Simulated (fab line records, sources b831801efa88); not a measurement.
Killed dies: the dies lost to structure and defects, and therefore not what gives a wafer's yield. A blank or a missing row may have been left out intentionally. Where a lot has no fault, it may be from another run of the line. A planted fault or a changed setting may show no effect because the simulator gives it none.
What tool caused it? || flow sky130 || 11 lots with 33 wafers sampled at 5 steps, on a route of 708 steps

## WHAT THE GAUGES READ, wafer by wafer
SKY_VIA2_CD_MEAS_12: target cd 200 nm. Usual: 200.6 nm for cd-nm, sd 1.3.
{"lot": "L664", "measured": "day 36 22:26", "on": "cd-sem-02", "cd-nm (nm)": "200.5 199.5 200.1", "flag": ""}
{"lot": "L665", "measured": "day 37 04:07", "on": "cd-sem-02", "cd-nm (nm)": "200.9 200.6 200.1", "flag": ""}
{"lot": "L666", "measured": "day 37 18:41", "on": "cd-sem-02", "cd-nm (nm)": "202.8 201.4 202.4", "flag": ""}
{"lot": "L668", "measured": "day 38 01:31", "on": "cd-sem-02", "cd-nm (nm)": "200.5 201.8 202.5", "flag": ""}
{"lot": "L669", "measured": "day 38 08:23", "on": "cd-sem-02", "cd-nm (nm)": "200.4 200.2 199.4", "flag": ""}
{"lot": "L671", "measured": "day 39 01:13", "on": "cd-sem-01", "cd-nm (nm)": "199.2 199.5 199.3", "flag": ""}
{"lot": "L672", "measured": "day 39 08:46", "on": "cd-sem-01", "cd-nm (nm)": "199.3 200.4 198.8", "flag": ""}
{"lot": "L674", "measured": "day 40 04:47", "on": "cd-sem-01", "cd-nm (nm)": "198.7 197.6 199.2", "flag": ""}
{"lot": "L676", "measured": "day 40 17:16", "on": "cd-sem-02", "cd-nm (nm)": "197.7 199.0 199.0", "flag": ""}
{"lot": "L679", "measured": "day 41 11:03", "on": "cd-sem-01", "cd-nm (nm)": "200.8 200.2 198.8", "flag": ""}
{"lot": "L685", "measured": "day 43 01:43", "on": "cd-sem-01", "cd-nm (nm)": "202.2 200.9 202.0", "flag": ""}

## WHAT TOOL EACH LOT RAN ON (gives the tool, then ch and the chambers of the sampled wafers, and finally the start)
{"lot": "L664", "SKY_METAL2_SPUTTER_00": "pvd-sputter-02, day 34 15:23", "SKY_METAL2_SPUTTER_03": "pvd-sputter-02, day 34 15:27", "SKY_METAL2_METAL_ETCH_19": "rie-metal-02 ch 0,1, day 35 18:19", "SKY_METAL2_STRIP_20": "plasma-asher-02 ch 0,1, day 35 18:24"}
{"lot": "L665", "SKY_METAL2_SPUTTER_00": "pvd-sputter-01, day 34 21:17", "SKY_METAL2_SPUTTER_03": "pvd-sputter-01, day 34 21:22", "SKY_METAL2_METAL_ETCH_19": "rie-metal-02 ch 0,1, day 36 00:44", "SKY_METAL2_STRIP_20": "plasma-asher-04 ch 0,1, day 36 00:50"}
{"lot": "L666", "SKY_METAL2_SPUTTER_00": "pvd-sputter-01, day 35 12:51", "SKY_METAL2_SPUTTER_03": "pvd-sputter-01, day 35 12:55", "SKY_METAL2_METAL_ETCH_19": "rie-metal-02 ch 1, day 36 15:11", "SKY_METAL2_STRIP_20": "plasma-asher-02 ch 0,1, day 36 15:22"}
{"lot": "L668", "SKY_METAL2_SPUTTER_00": "pvd-sputter-02, day 35 19:20", "SKY_METAL2_SPUTTER_03": "pvd-sputter-02, day 35 19:24", "SKY_METAL2_METAL_ETCH_19": "rie-metal-03 ch 0,1, day 36 22:20", "SKY_METAL2_STRIP_20": "plasma-asher-03 ch 0,1, day 36 22:26"}
{"lot": "L669", "SKY_METAL2_SPUTTER_00": "pvd-sputter-01, day 36 03:17", "SKY_METAL2_SPUTTER_03": "pvd-sputter-01, day 36 03:22", "SKY_METAL2_METAL_ETCH_19": "rie-metal-03 ch 0,1, day 37 05:55", "SKY_METAL2_STRIP_20": "plasma-asher-04 ch 0,1, day 37 06:00"}
{"lot": "L671", "SKY_METAL2_SPUTTER_00": "pvd-sputter-01, day 36 20:25", "SKY_METAL2_SPUTTER_03": "pvd-sputter-01, day 36 20:29", "SKY_METAL2_METAL_ETCH_19": "rie-metal-04 ch 0,1, day 37 22:26", "SKY_METAL2_STRIP_20": "plasma-asher-03 ch 1, day 37 22:32"}
{"lot": "L672", "SKY_METAL2_SPUTTER_00": "pvd-sputter-02, day 37 03:50", "SKY_METAL2_SPUTTER_03": "pvd-sputter-02, day 37 03:54", "SKY_METAL2_METAL_ETCH_19": "rie-metal-02 ch 0,1, day 38 05:53", "SKY_METAL2_STRIP_20": "plasma-asher-02 ch 0,1, day 38 05:59"}
{"lot": "L674", "SKY_METAL2_SPUTTER_00": "pvd-sputter-03, day 38 00:03", "SKY_METAL2_SPUTTER_03": "pvd-sputter-03, day 38 00:07", "SKY_METAL2_METAL_ETCH_19": "rie-metal-04 ch 0, day 39 02:17", "SKY_METAL2_STRIP_20": "plasma-asher-04 ch 1, day 39 02:23"}
{"lot": "L676", "SKY_METAL2_SPUTTER_00": "pvd-sputter-02, day 38 13:45", "SKY_METAL2_SPUTTER_03": "pvd-sputter-02, day 38 13:49", "SKY_METAL2_METAL_ETCH_19": "rie-metal-02 ch 0,1, day 39 14:43", "SKY_METAL2_STRIP_20": "plasma-asher-03 ch 0,1, day 39 14:48"}
{"lot": "L679", "SKY_METAL2_SPUTTER_00": "pvd-sputter-02, day 39 08:38", "SKY_METAL2_SPUTTER_03": "pvd-sputter-02, day 39 08:43", "SKY_METAL2_METAL_ETCH_19": "rie-metal-02 ch 0,1, day 40 09:20", "SKY_METAL2_STRIP_20": "plasma-asher-02 ch 0,1, day 40 09:26"}
{"lot": "L685", "SKY_METAL2_SPUTTER_00": "pvd-sputter-02, day 41 00:44", "SKY_METAL2_SPUTTER_03": "pvd-sputter-02, day 41 00:49", "SKY_METAL2_METAL_ETCH_19": "rie-metal-04 ch 0,1, day 42 00:40", "SKY_METAL2_STRIP_20": "plasma-asher-04 ch 0,1, day 42 00:46"}
- SKY_METAL2_SPUTTER_00: material Ti, target thk 15 nm, time 10 s.
- SKY_METAL2_SPUTTER_03: material Ti, target thk 5 nm, time 3.3 s.
- SKY_METAL2_METAL_ETCH_19: etches the open film in Cl2/BCl3, stops on SiO2, target depth 360 nm, time 78 s.
- SKY_METAL2_STRIP_20: strips in O2/N2.

## WHAT THE TOOLS THEMSELVES READ (means of the sampled wafers that have a number; where no wafer has one, the mark that the record gives instead)
SKY_METAL2_SPUTTER_00. Usual: chamber-pressure-pa 0.3999 Pa, standard deviation 0.0008; throttle-valve-pct 30.0 %, standard deviation 1.
{"lot": "L664", "tool": "pvd-sputter-02", "chamber-pressure-pa (Pa)": 0.3999, "throttle-valve-pct (%)": 30.2, "flag": ""}
{"lot": "L665", "tool": "pvd-sputter-01", "chamber-pressure-pa (Pa)": 0.4003, "throttle-valve-pct (%)": 29.8, "flag": ""}
{"lot": "L666", "tool": "pvd-sputter-01", "chamber-pressure-pa (Pa)": 0.4001, "throttle-valve-pct (%)": 30.2, "flag": ""}
{"lot": "L668", "tool": "pvd-sputter-02", "chamber-pressure-pa (Pa)": 0.4000, "throttle-valve-pct (%)": 29.3, "flag": ""}
{"lot": "L669", "tool": "pvd-sputter-01", "chamber-pressure-pa (Pa)": 0.3997, "throttle-valve-pct (%)": 29.9, "flag": ""}
{"lot": "L671", "tool": "pvd-sputter-01", "chamber-pressure-pa (Pa)": 0.4007, "throttle-valve-pct (%)": 30.1, "flag": ""}
{"lot": "L672", "tool": "pvd-sputter-02", "chamber-pressure-pa (Pa)": 0.4000, "throttle-valve-pct (%)": 30.3, "flag": ""}
{"lot": "L674", "tool": "pvd-sputter-03", "chamber-pressure-pa (Pa)": 0.4005, "throttle-valve-pct (%)": 29.6, "flag": ""}
{"lot": "L676", "tool": "pvd-sputter-02", "chamber-pressure-pa (Pa)": 0.3991, "throttle-valve-pct (%)": 29.6, "flag": ""}
{"lot": "L679", "tool": "pvd-sputter-02", "chamber-pressure-pa (Pa)": 0.4008, "throttle-valve-pct (%)": 29.4, "flag": ""}
{"lot": "L685", "tool": "pvd-sputter-02", "chamber-pressure-pa (Pa)": 0.3992, "throttle-valve-pct (%)": 29.6, "flag": ""}

SKY_METAL2_SPUTTER_03. Usual: chamber-pressure-pa 0.4001 Pa, standard deviation 0.00077; throttle-valve-pct 30.0 %, standard deviation 0.97.
{"lot": "L664", "tool": "pvd-sputter-02", "chamber-pressure-pa (Pa)": 0.4001, "throttle-valve-pct (%)": 30.3, "flag": ""}
{"lot": "L665", "tool": "pvd-sputter-01", "chamber-pressure-pa (Pa)": 0.4002, "throttle-valve-pct (%)": 29.7, "flag": ""}
{"lot": "L666", "tool": "pvd-sputter-01", "chamber-pressure-pa (Pa)": 0.3999, "throttle-valve-pct (%)": 30.1, "flag": ""}
{"lot": "L668", "tool": "pvd-sputter-02", "chamber-pressure-pa (Pa)": 0.3997, "throttle-valve-pct (%)": 29.5, "flag": ""}
{"lot": "L669", "tool": "pvd-sputter-01", "chamber-pressure-pa (Pa)": 0.3997, "throttle-valve-pct (%)": 29.8, "flag": ""}
{"lot": "L671", "tool": "pvd-sputter-01", "chamber-pressure-pa (Pa)": 0.3993, "throttle-valve-pct (%)": 30.2, "flag": ""}
{"lot": "L672", "tool": "pvd-sputter-02", "chamber-pressure-pa (Pa)": 0.4005, "throttle-valve-pct (%)": 30.2, "flag": ""}
{"lot": "L674", "tool": "pvd-sputter-03", "chamber-pressure-pa (Pa)": 0.3999, "throttle-valve-pct (%)": 29.5, "flag": ""}
{"lot": "L676", "tool": "pvd-sputter-02", "chamber-pressure-pa (Pa)": 0.4002, "throttle-valve-pct (%)": 29.4, "flag": ""}
{"lot": "L679", "tool": "pvd-sputter-02", "chamber-pressure-pa (Pa)": 0.3991, "throttle-valve-pct (%)": 29.6, "flag": ""}
{"lot": "L685", "tool": "pvd-sputter-02", "chamber-pressure-pa (Pa)": 0.3996, "throttle-valve-pct (%)": 29.5, "flag": ""}

SKY_METAL2_METAL_ETCH_19. Usual: drypump-motor-current-A 5.59 A, standard deviation 0.29; oes-product-au 0.858 a.u., standard deviation 0.0061; run-length-s 106.3 s, standard deviation 0.45; throttle-valve-pct 22.264 %, standard deviation 0.01.
{"lot": "L664", "tool": "rie-metal-02", "drypump-motor-current-A (A)": 5.46, "oes-product-au (a.u.)": 0.858, "run-length-s (s)": 106.9, "throttle-valve-pct (%)": 22.259, "flag": ""}
{"lot": "L665", "tool": "rie-metal-02", "drypump-motor-current-A (A)": 5.46, "oes-product-au (a.u.)": 0.859, "run-length-s (s)": 106.2, "throttle-valve-pct (%)": 22.260, "flag": ""}
{"lot": "L666", "tool": "rie-metal-02", "drypump-motor-current-A (A)": 5.62, "oes-product-au (a.u.)": 0.851, "run-length-s (s)": 106.2, "throttle-valve-pct (%)": 22.266, "flag": ""}
{"lot": "L668", "tool": "rie-metal-03", "drypump-motor-current-A (A)": 5.89, "oes-product-au (a.u.)": 0.866, "run-length-s (s)": 107.1, "throttle-valve-pct (%)": 22.259, "flag": ""}
{"lot": "L669", "tool": "rie-metal-03", "drypump-motor-current-A (A)": 5.92, "oes-product-au (a.u.)": 0.853, "run-length-s (s)": 106.7, "throttle-valve-pct (%)": 22.277, "flag": ""}
{"lot": "L671", "tool": "rie-metal-04", "drypump-motor-current-A (A)": 5.55, "oes-product-au (a.u.)": 0.857, "run-length-s (s)": 106.1, "throttle-valve-pct (%)": 22.258, "flag": ""}
{"lot": "L672", "tool": "rie-metal-02", "drypump-motor-current-A (A)": 5.31, "oes-product-au (a.u.)": 0.858, "run-length-s (s)": 106.3, "throttle-valve-pct (%)": 22.258, "flag": ""}
{"lot": "L674", "tool": "rie-metal-04", "drypump-motor-current-A (A)": 5.74, "oes-product-au (a.u.)": 0.858, "run-length-s (s)": 105.8, "throttle-valve-pct (%)": 22.267, "flag": ""}
{"lot": "L676", "tool": "rie-metal-02", "drypump-motor-current-A (A)": 5.46, "oes-product-au (a.u.)": 0.905, "run-length-s (s)": 102.6, "throttle-valve-pct (%)": 22.268, "flag": "OFF"}
{"lot": "L679", "tool": "rie-metal-02", "drypump-motor-current-A (A)": 5.46, "oes-product-au (a.u.)": 0.901, "run-length-s (s)": 103.0, "throttle-valve-pct (%)": 22.261, "flag": "OFF"}
{"lot": "L685", "tool": "rie-metal-04", "drypump-motor-current-A (A)": 5.54, "oes-product-au (a.u.)": 0.857, "run-length-s (s)": 106.0, "throttle-valve-pct (%)": 22.261, "flag": ""}

SKY_METAL2_STRIP_20. Usual: drypump-motor-current-A 5.6 A, standard deviation 0.44; oes-product-au 0.344 a.u., standard deviation 0.0052; strip-time-to-endpoint-s 2.71 s, standard deviation 0.053.
{"lot": "L664", "tool": "plasma-asher-02", "drypump-motor-current-A (A)": 5.9, "oes-product-au (a.u.)": 0.339, "strip-time-to-endpoint-s (s)": 2.71, "flag": ""}
{"lot": "L665", "tool": "plasma-asher-04", "drypump-motor-current-A (A)": 5.2, "oes-product-au (a.u.)": 0.343, "strip-time-to-endpoint-s (s)": 2.66, "flag": ""}
{"lot": "L666", "tool": "plasma-asher-02", "drypump-motor-current-A (A)": 5.9, "oes-product-au (a.u.)": 0.346, "strip-time-to-endpoint-s (s)": 2.73, "flag": ""}
{"lot": "L668", "tool": "plasma-asher-03", "drypump-motor-current-A (A)": 5.8, "oes-product-au (a.u.)": 0.340, "strip-time-to-endpoint-s (s)": 2.71, "flag": ""}
{"lot": "L669", "tool": "plasma-asher-04", "drypump-motor-current-A (A)": 5.5, "oes-product-au (a.u.)": 0.344, "strip-time-to-endpoint-s (s)": 2.66, "flag": ""}
{"lot": "L671", "tool": "plasma-asher-03", "drypump-motor-current-A (A)": 5.6, "oes-product-au (a.u.)": 0.342, "strip-time-to-endpoint-s (s)": 2.71, "flag": ""}
{"lot": "L672", "tool": "plasma-asher-02", "drypump-motor-current-A (A)": 5.9, "oes-product-au (a.u.)": 0.343, "strip-time-to-endpoint-s (s)": 2.68, "flag": ""}
{"lot": "L674", "tool": "plasma-asher-04", "drypump-motor-current-A (A)": 5.9, "oes-product-au (a.u.)": 0.346, "strip-time-to-endpoint-s (s)": 2.82, "flag": ""}
{"lot": "L676", "tool": "plasma-asher-03", "drypump-motor-current-A (A)": 5.8, "oes-product-au (a.u.)": 0.351, "strip-time-to-endpoint-s (s)": 2.82, "flag": ""}
{"lot": "L679", "tool": "plasma-asher-02", "drypump-motor-current-A (A)": 5.9, "oes-product-au (a.u.)": 0.351, "strip-time-to-endpoint-s (s)": 2.85, "flag": ""}
{"lot": "L685", "tool": "plasma-asher-04", "drypump-motor-current-A (A)": 5.2, "oes-product-au (a.u.)": 0.340, "strip-time-to-endpoint-s (s)": 2.71, "flag": ""}

## THE ANSWER, worked out from the rows above alone
Rule: a lot counts as off when the mean over its wafers that have a number is more than 3 standard deviations away from the usual mean. Also off: a lot with no number at a reading for which 4 or more lots have one. The other lots that the step has rows for count as sound. After the gauges, taken in route order, come the tools' own readings; for these a lot's mean is taken, as printed above. At the first step where some lot is off, the reading lying furthest off is the one used; lots without a number count as furthest.
Off: L676, L679 (SKY_METAL2_METAL_ETCH_19, run-length-s).
A tool fits if, at that step or a process step before it, it ran every lot that is off, and no sound lot after the first of them. One candidate fits, namely rie-metal-02 at SKY_METAL2_METAL_ETCH_19. A fault onset in the window from L672 (day 38 05:53, its last sound lot) to L676 (day 39 14:43, its first lot off) fits.
The tool's own readings at SKY_METAL2_METAL_ETCH_19 bear it out: on the lots that are off they differ by more than 5 times the standard deviation of the sound lots' means. oes-product-au reads 0.903 a.u. there against 0.857 a.u. on the sound lots; run-length-s reads 102.8 s there against 106.4 s on the sound lots.

## WHAT THE SIMULATOR HAD PUT IN
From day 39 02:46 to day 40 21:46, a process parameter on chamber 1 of rie-metal-02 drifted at SKY_METAL2_METAL_ETCH_19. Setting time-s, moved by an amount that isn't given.
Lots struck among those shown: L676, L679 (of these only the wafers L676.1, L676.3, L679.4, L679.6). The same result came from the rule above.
